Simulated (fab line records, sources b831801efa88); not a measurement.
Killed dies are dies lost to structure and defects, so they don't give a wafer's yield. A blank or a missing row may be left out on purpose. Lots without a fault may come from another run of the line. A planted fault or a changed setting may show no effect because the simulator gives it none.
Chamber matching | flow sky130 | SKY_LI_CONTACT_CMP_24 on cmp-02: 4 sister chambers
The step polishes, stops on PSG, t overpolish 20 s, target thk 0 nm. 4 wafers are shown with their chamber, then 11 later ones without.

WAFERS WITH THEIR CHAMBER
wafer  | chamber | motor_current_A (A)
L771.2 | 1       | 10.1
L779.2 | 2       | 12.7
L779.3 | 3       | 11.2
L790.1 | 0       | 10.8

WAFERS WITHOUT THEIR CHAMBER
wafer  | motor_current_A (A)
L790.5 | 11.5
L790.6 | 10.1
L787.2 | 10.2
L787.3 | 11.4
L787.4 | 10.4
L789.1 | 9.7
L789.2 | 12.8
L789.5 | 10.6
L788.1 | 12.7
L788.3 | 10.0
L788.5 | 9.7

WHICH CHAMBER EACH WENT THROUGH
wafer  | from the rows above          | in truth
L790.5 | can't be placed: 3 or 0      | 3
L790.6 | 1                            | 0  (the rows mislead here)
L787.2 | 1                            | 1
L787.3 | can't be placed: 3 or 0      | 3
L787.4 | can't be placed: 1 or 0      | 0
L789.1 | 1                            | 1
L789.2 | 2                            | 2
L789.5 | can't be placed: 0 or 1 or 3 | 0
L788.1 | 2                            | 2
L788.3 | 1                            | 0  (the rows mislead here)
L788.5 | 1                            | 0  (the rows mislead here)
Placed correctly: 4 of 11. Can't be placed from these rows: 4 (the true chamber is among the candidates in 4). Placed wrongly: 3.
How it was worked out, from the rows above alone: a wafer's distance from a chamber is the root of the sum, over the readings, of the square of ((its reading less the chamber's mean) divided by the reading's scatter). The wafer belongs to the nearest chamber; if the next one is less than 2 further off, it can't be placed. A chamber's mean is the mean of its shown wafers. The scatter: with one shown wafer a chamber, the root of the mean of the squares of how far each hidden wafer lies from its nearest shown one.
